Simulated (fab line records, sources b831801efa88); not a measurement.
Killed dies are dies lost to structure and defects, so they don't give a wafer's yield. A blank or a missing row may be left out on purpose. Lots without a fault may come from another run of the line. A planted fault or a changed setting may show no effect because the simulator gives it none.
Which tool did it? | flow gf180mcu | 14 lots, 42 wafers sampled, at 4 steps of a route of 602

WHAT THE GAUGES READ, wafer by wafer
GF_STI_THK_MEAS_22. Usual: STI_OXIDATION_01_THK 15.10 nm, standard deviation 0.24.
lot  | measured    | on            | STI_OXIDATION_01_THK (nm) | flag
L216 | day 2 04:41 | film_metro-02 | 15.02 14.82 15.17         |
L217 | day 2 09:21 | film_metro-04 | 15.07 15.11 14.95         |
L218 | day 2 14:17 | film_metro-04 | 15.30 15.33 15.56         |
L219 | day 2 19:59 | film_metro-03 | 15.01 14.97 14.97         |
L220 | day 3 01:22 | film_metro-02 | 15.22 15.27 15.19         |
L221 | day 3 06:50 | film_metro-02 | 15.25 15.40 15.34         |
L222 | day 3 13:41 | film_metro-04 | 14.91 14.92 14.96         |
L228 | day 4 15:38 | film_metro-03 | 15.04 14.87 15.14         |
L229 | day 4 20:49 | film_metro-04 | 14.58 14.96 14.74         |
L230 | day 5 04:05 | film_metro-04 | 15.28 15.22 15.38         |
L231 | day 5 08:18 | film_metro-03 | 15.53 15.52 15.53         |
L232 | day 5 13:43 | film_metro-03 | 15.41 15.35 15.50         |
L233 | day 5 18:31 | film_metro-02 | 15.35 15.16 15.27         |
L238 | day 6 20:41 | film_metro-03 | 15.07 15.03 15.13         |

GF_MVSD_OVL_MEAS_07. Usual: MVSD_OVL 0.0 nm, standard deviation 1.2.
lot  | measured    | on         | MVSD_OVL (nm)  | flag
L216 | day 4 10:01 | overlay-01 | -0.9 -0.9 -2.1 |
L217 | day 4 15:01 | overlay-01 | 0.4 0.5 -0.7   |
L218 | day 4 20:26 | overlay-01 | 1.3 2.0 1.6    |
L219 | day 5 03:58 | overlay-02 | -0.9 -2.1 -1.2 |
L220 | day 5 09:40 | overlay-02 | -0.9 -1.7 -0.3 |
L221 | day 5 18:29 | overlay-01 | -1.6 -1.3 -1.7 |
L222 | day 5 23:51 | overlay-02 | -0.6 -2.1 -2.5 |
L228 | day 7 06:59 | overlay-02 | 0.7 -0.1 1.7   |
L229 | day 7 10:44 | overlay-02 | -1.6 -1.9 -1.4 |
L230 | day 7 20:16 | overlay-01 | -0.5 1.2 -0.3  |
L231 | day 8 02:55 | overlay-02 | -0.3 0.3 0.9   |
L232 | day 8 07:35 | overlay-02 | 0.6 0.0 0.2    |
L233 | day 8 14:23 | overlay-02 | -0.8 0.5 0.2   |
L238 | day 9 21:05 | overlay-02 | 1.0 -2.4 -0.5  |

GF_VT_IMPLANT_OVL_MEAS_18. Usual: VT_IMPLANT_01_OVL 0.6 nm, standard deviation 1.3.
lot  | measured     | on         | VT_IMPLANT_01_OVL (nm) | flag
L216 | day 6 04:25  | overlay-02 | 0.7 2.4 2.1            |
L217 | day 6 10:46  | overlay-02 | 0.5 0.2 0.9            |
L218 | day 6 16:09  | overlay-01 | -1.8 -0.3 -2.1         |
L219 | day 7 01:46  | overlay-01 | -1.2 0.5 0.9           |
L220 | day 7 08:21  | overlay-01 | 0.9 2.4 2.0            |
L221 | day 7 17:16  | overlay-01 | -0.5 0.2 0.8           |
L222 | day 8 00:20  | overlay-01 | 0.5 1.1 -0.2           |
L228 | day 9 12:22  | overlay-02 | 2.2 0.6 0.4            |
L229 | day 9 16:58  | overlay-01 | 2.2 2.4 1.2            |
L230 | day 10 04:13 | overlay-01 | 1.9 1.3 1.8            |
L231 | day 10 10:45 | overlay-02 | -1.1 -1.3 -2.1         |
L232 | day 10 15:53 | overlay-01 | -0.1 0.9 2.4           |
L233 | day 11 00:19 | overlay-01 | 0.0 1.2 -0.3           |
L238 | day 12 07:57 | overlay-01 | 1.1 1.8 1.8            |

WHICH TOOL RAN EACH LOT (tool, then ch and the chambers of the sampled wafers, then the start)
lot  | GF_MVPSD_EXPOSE_04
L216 | iline_stepper-02 ch 0, day 4 16:50
L217 | iline_stepper-02 ch 0, day 4 22:14
L218 | iline_stepper-01 ch 0, day 5 03:29
L219 | iline_stepper-02 ch 0, day 5 12:07
L220 | iline_stepper-02 ch 0, day 5 17:00
L221 | iline_stepper-02 ch 0, day 6 01:47
L222 | iline_stepper-02 ch 0, day 6 07:33
L228 | iline_stepper-02 ch 0, day 7 15:40
L229 | iline_stepper-01 ch 0, day 7 19:38
L230 | iline_stepper-01 ch 0, day 8 05:28
L231 | iline_stepper-01 ch 0, day 8 12:00
L232 | iline_stepper-01 ch 0, day 8 16:22
L233 | iline_stepper-01 ch 0, day 8 23:53
L238 | iline_stepper-01 ch 0, day 10 07:34
- GF_MVPSD_EXPOSE_04: exposes mask MVPSD, target cd 1000 nm.

WHAT THE TOOLS THEMSELVES READ (means of the sampled wafers that have a number; where no wafer has one, the mark that the record gives instead)
GF_MVPSD_EXPOSE_04. Usual: exposure_dose_mJ_cm2 260.01, standard deviation 0.24.
lot  | tool             | exposure_dose_mJ_cm2 | flag
L216 | iline_stepper-02 | 259.75               |
L217 | iline_stepper-02 | 260.30               |
L218 | iline_stepper-01 | 260.18               |
L219 | iline_stepper-02 | 259.86               |
L220 | iline_stepper-02 | 254.73               | OFF
L221 | iline_stepper-02 | 254.50               | OFF
L222 | iline_stepper-02 | 254.84               | OFF
L228 | iline_stepper-02 | 254.88               | OFF
L229 | iline_stepper-01 | 260.13               |
L230 | iline_stepper-01 | 260.08               |
L231 | iline_stepper-01 | 259.97               |
L232 | iline_stepper-01 | 259.86               |
L233 | iline_stepper-01 | 259.96               |
L238 | iline_stepper-01 | 260.05               |

THE ANSWER, worked out from the rows above alone
Rule: a lot is off if the mean of its wafers that have a number lies more than 3 standard deviations from the usual mean. A lot without any number at a reading at which 4 lots or more have one is off too. The other lots that the step has rows for count as sound. The gauges are gone through in route order, then the tools' own readings, and for those a lot's mean is taken as printed above. The first step at which some lot is off is used, and at that step the reading that is off furthest; a lot without a number counts as furthest.
Off: L220, L221, L222, L228, at GF_MVPSD_EXPOSE_04 (exposure_dose_mJ_cm2).
A tool fits if, at that step or a process step before it, it ran every lot that is off, and no sound lot after the first of them. One fits: iline_stepper-02 at GF_MVPSD_EXPOSE_04. Its last sound lot is L219 (day 5 12:07), its first lot that is off L220 (day 5 17:00): a fault that began between those two fits.
The tool's own readings at GF_MVPSD_EXPOSE_04 bear it out: on the lots that are off they differ by more than 5 times the standard deviation of the sound lots' means. exposure_dose_mJ_cm2 reads 254.74 there against 260.01 on the sound lots.

WHAT THE SIMULATOR HAD PUT IN
Process parameter drift: iline_stepper-02, from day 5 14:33 on, at GF_MVPSD_EXPOSE_04. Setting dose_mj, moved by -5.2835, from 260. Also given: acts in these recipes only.
Lots struck among those shown: L220, L221, L222, L228. The rule above found the same.
